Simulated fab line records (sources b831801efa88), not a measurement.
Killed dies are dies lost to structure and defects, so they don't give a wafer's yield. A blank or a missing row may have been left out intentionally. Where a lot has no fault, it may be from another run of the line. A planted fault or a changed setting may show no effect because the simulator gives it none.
Problem report in the 8D (eight disciplines) form, filled by code | flow sfq line | the parts of the form that need people (team, actions taken, sign-off) are left out

## 1. THE PROBLEM
run length s at SFQ_TRILAYER_R5_BARC_OPEN_METAL_ETCH_177 reads a mean of 76.3 s on 2 wafers of 2 lots; wafers without a fault read 70.1 s with a standard deviation of 0.32. Measured from the usual mean, that is +20 standard deviations.
The step: etches BARC in O2, target depth 125 nm, time 41.7 s.
The first sign was on wafer L139.5 at day 61 23:58, on rie metal-03. Wafers with a number at this step in the record: 40, from 14 lots. By rule, "out" or "out of limits" means more than 4 standard deviations away from the usual mean. The other wafers with a number count as sound.

## 2. WHAT IT IS, WHAT IT ISN'T
question                    | is                           | is not
which readings at this step | run length s, oes product au | drypump motor current A
which lots                  | L139, L141                   | L126, L127, L128, L129, L130, L131, L132, L133, L142, L144, L148, L149
which wafers of those lots  | L139.5, L141.1               | L139.3, L141.6
read on which tools         | rie metal-03                 | rie metal-01, rie metal-02
when                        | from day 61 23:58            | up to then (25 sound wafers); but 13 sound wafers of L141, L142, L144, L148, L149 came after

## 3. WHAT RULES OUT EACH SUSPECT
Counting: a tool at a process step up to the reading stays a suspect if it ran every lot that is out. Sound lots after the first of them don't rule it out here, since some wafers of a struck lot are sound.
- cd sem-02 at SFQ_TRILAYER_JJ_CE_METRO_MEASURE_117: kept. It processed each lot that is out (first: L139, day 55 17:16); up to then, its last sound lot is L132 (day 53 04:58).
- rie metal-03 at SFQ_TRILAYER_R5_BARC_OPEN_METAL_ETCH_177 (etches BARC in O2, target depth 125 nm, time 41.7 s): kept. It processed each lot that is out (first: L139, day 61 23:58); up to then, its last sound lot is L133 (day 59 05:13). Out on those wafers are its own readings of oes product au, run length s.
The count leaves rie metal-03 at SFQ_TRILAYER_R5_BARC_OPEN_METAL_ETCH_177 and cd sem-02 at SFQ_TRILAYER_JJ_CE_METRO_MEASURE_117.

## 4. THE CAUSE (what the simulator had put in)
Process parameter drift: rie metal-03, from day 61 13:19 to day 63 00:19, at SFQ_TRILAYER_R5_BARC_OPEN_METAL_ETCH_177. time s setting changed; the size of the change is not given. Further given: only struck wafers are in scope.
Counting leaves 2 suspects; this tool is one of them.

## 5. THE EFFECT CHAIN, in route order
One row per reading whose mean, taken over the struck wafers that have a number, lies over 3 standard deviations from the usual. Only readings for which the record gives a usual standard deviation are gone through. hours: the time from each lot's start at the first step in this table that gives one to its start at this step, as a median over the lots. sigmas: the change in usual standard deviations.
hours | step                                     | reading        | usual      | on struck wafers | change | sigmas
0     | SFQ_TRILAYER_R5_BARC_OPEN_METAL_ETCH_177 | oes product au | 0.685 a.u. | 0.640            | -0.045 | -9.8
0     | SFQ_TRILAYER_R5_BARC_OPEN_METAL_ETCH_177 | run length s   | 70.1 s     | 76.3             | +6.2   | +20
The process steps in it:
- SFQ_TRILAYER_R5_BARC_OPEN_METAL_ETCH_177: etches BARC in O2, target depth 125 nm, time 41.7 s.
Later measuring or inspecting steps at which every struck wafer that the step has a row for has a number for every such reading, and none has moved that far: SFQ_M7_OVL_MEAS_945.

## 6. HOW IT WOULD HAVE BEEN CAUGHT EARLIER
In this record the first reading out of limits was taken at day 61 23:58, 11 hours after the fault began at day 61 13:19.
